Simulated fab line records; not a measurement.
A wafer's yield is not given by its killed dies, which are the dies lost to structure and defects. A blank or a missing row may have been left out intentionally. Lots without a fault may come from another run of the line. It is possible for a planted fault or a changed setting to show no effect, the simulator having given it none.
Chamber matching ; flow sky130 ; SKY_VIA4_ETCH_12 on rie-diel-04: 4 sister chambers
The step etches SiO2 in C4F8/O2/Ar, stops on TiN, target depth 580 nm. 4 wafers are shown with their chamber, then 7 later ones without.

## WAFERS WITH THEIR CHAMBER
wafer;chamber;rf-fwd-power-W (W)
L091.4;3;1486
L091.6;0;1486
L092.1;1;1486
L092.2;2;1494

## WAFERS WITH NO CHAMBER GIVEN
wafer;rf-fwd-power-W (W)
L092.4;1495
L095.3;1485
L095.5;1494
L095.6;1498
L097.1;1499
L097.2;1484
L097.6;1487

## WHICH CHAMBER EACH WENT THROUGH
wafer;from the rows above;in truth
L092.4;2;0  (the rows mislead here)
L095.3;can't be placed: 0 or 1 or 3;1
L095.5;2;2
L095.6;2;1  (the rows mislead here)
L097.1;2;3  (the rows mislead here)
L097.2;can't be placed: 0 or 1 or 3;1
L097.6;can't be placed: 0 or 1 or 3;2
Placed correctly: 1 of 7. Can't be placed from these rows: 3 (the true chamber is among the candidates in 2). 3 placed wrongly.
How it was worked out, from the rows above alone: a wafer's distance from a chamber is the root of the sum, over the readings, of the square of ((its reading less the chamber's mean) divided by the reading's scatter). The wafer belongs to the nearest chamber; if the next one is less than 2 further off, it can't be placed. The mean given for a chamber averages the wafers shown for that chamber. The scatter (one wafer shown for each chamber): square how far every hidden wafer sits from the nearest shown wafer, average those squares and take the square root.
